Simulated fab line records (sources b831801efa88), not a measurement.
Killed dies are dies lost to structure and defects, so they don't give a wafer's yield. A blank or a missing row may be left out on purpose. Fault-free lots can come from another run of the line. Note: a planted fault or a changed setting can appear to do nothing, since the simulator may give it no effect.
A struck lot beside a sound one	flow sky130	23 out of 708 route steps
Sound: wafers L553.1, L553.3, L553.5. Struck: wafers L561.1, L561.4, L561.6. The cause comes at the end.
At each step with rows: each side's tool, then ch and its chambers, then its first start. Under that, the readings that differ: sound wafers	struck wafers	difference of the means	sigmas: that difference in standard deviations of wafers without a fault.
alike: readings whose means differ by less than 2 such deviations, and words and numbers that are the same on both sides. not compared: withheld readings, readings that some wafer has no value for, bounds like >300 that may hide the same value, and numbers for which the record gives no deviation and whose values overlap.
Wherever a step has rows on one side only, a row that says differs or no value, or a row with sigmas, the two part there. Numbers that have no deviation but don't overlap get no sigmas and don't part them. Lack of a reading on every wafer of one side parts them only where that side has two or more wafers.

first, 4 steps without rows for these wafers: SKY_LDD_LDN_IMPLANT_08; SKY_LDD_LDN_IMPLANT_09; SKY_LDD_LDN_IMPLANT_10; SKY_LDD_LDN_IMPLANT_11.
SKY_LDD_LDN_STRIP_12: strips in O2/N2.
  sound on plasma asher-02 ch 0,1, day 24 20:18; struck on plasma asher-04 ch 0,1, day 27 14:49
reading	sound	struck	difference	sigmas
strip time to endpoint s (s)	14.08 14.04 14.07	14.19 14.17 14.16	+0.11	+2
  alike: drypump motor current A, oes product au
  not compared: rf hours counter h
SKY_LDD_LDN_TW_MEAS_13:
  sound on film metro-02 at day 24 20:24; struck on film metro-01 at day 27 14:55
  alike: LDD_LDN_TW
then, 2 steps without rows for these wafers: SKY_LDD_LDN_CLEAN_14 (cleans in SC1/SC2, time 150 s); SKY_SPACER_CVD_00 (deposits Si3N4 from DCS/NH3, target thk 43.1 nm, time 740 s).
SKY_SPACER_THK_MEAS_01:
  sound on film metro-01 at day 24 22:20; struck on film metro-02 at day 27 16:14
  alike: SPACER_CVD_00_THK
SKY_SPACER_ETCHBACK_02: etches Si3N4 in CH3F/O2, stops on SiO2, time 46.7 s, target depth 45 nm.
  sound on rie diel-04 ch 0,1, day 24 22:23; struck on rie diel-03 ch 0,1,3, day 27 16:17
  alike: drypump motor current A, oes product au, throttle valve pct
  not compared: rf hours counter h
then, 2 steps without rows for these wafers: SKY_POLY_CUT_DEHYDRATE_00 (time 60 s); SKY_POLY_CUT_HMDS_01 (prime time 60 s).
SKY_POLY_CUT_COAT_02: resist thk 60 nm.
  sound on litho track-02 ch 0, day 25 12:47; struck on litho track-02 ch 0, day 28 05:35
reading	sound	struck	difference	sigmas
spin speed rpm (rpm)	3000.5 3002.6 3005.6	2761.9 2753.6 2758.8	-244.8	-99 or more
  not compared: resist line temp C
then, 5 steps without rows for these wafers: SKY_POLY_CUT_COAT_03 (resist thk 450 nm); SKY_POLY_CUT_SOFTBAKE_04 (time 90 s); SKY_POLY_CUT_EXPOSE_05 (exposes mask NPCM, target cd 270 nm); SKY_POLY_CUT_PEB_06; SKY_POLY_CUT_DEVELOP_07 (develop time 60 s).
SKY_POLY_CUT_CD_MEAS_08 targets a cd of 270 nm.
  sound on cd sem-02 at day 26 03:34; struck on cd sem-01 at day 28 19:55
  alike: cd nm
SKY_POLY_CUT_OVL_MEAS_09:
  sound on overlay-02 at day 26 03:41; struck on overlay-02 at day 28 20:02
  alike: POLY_CUT_OVL
SKY_POLY_CUT_ETCH_10: etches BARC in N2/H2, stops on SiO2, time 45.9 s, target depth 60 nm.
  sound on rie diel-04 ch 0,1,3, day 26 03:44; struck on rie diel-04 ch 0,3, day 28 20:05
reading	sound	struck	difference	sigmas
oes product au (a.u.)	0.854 0.858 0.856	0.875 0.874 0.873	+0.018	+4
model.etch.depth nm (nm)	60.14 60.07 60.25	62.63 62.67 62.61	+2.48	
  alike: drypump motor current A, throttle valve pct
  not compared: rf hours counter h
SKY_POLY_CUT_ETCH_11: etches Si3N4 in CF4/CH2F2/Ar, stops on poly-Si, time 42.5 s, target depth 60 nm.
  sound on rie diel-04 ch 0,1,3, day 26 03:46; struck on rie diel-04 ch 0,3, day 28 20:07
  alike: drypump motor current A, oes product au, throttle valve pct
  not compared: rf hours counter h
-- the record jumps here: 20 days lie between the struck wafers' starts before and after (it left off in module POLY_CUT and takes up again in module PAD_OPEN, whose first step shown is number 708 of the route) --
SKY_PAD_OPEN_PROBE_99:
  sound on prober-02 at day 47 02:58; struck on prober-02 at day 48 22:34
  alike: killed_at_M0_to_M3, killed_at_M4_up, killed at contacts, killed at front end, killed at other, killed dies, killed on rim, killed open, killed short

## WHERE THEY PART
First at SKY_LDD_LDN_STRIP_12; last, within this record, at SKY_POLY_CUT_ETCH_10. Later steps at which nothing parts them and some readings are alike: SKY_POLY_CUT_ETCH_11, SKY_PAD_OPEN_PROBE_99.

WHY: the cause the simulator had injected
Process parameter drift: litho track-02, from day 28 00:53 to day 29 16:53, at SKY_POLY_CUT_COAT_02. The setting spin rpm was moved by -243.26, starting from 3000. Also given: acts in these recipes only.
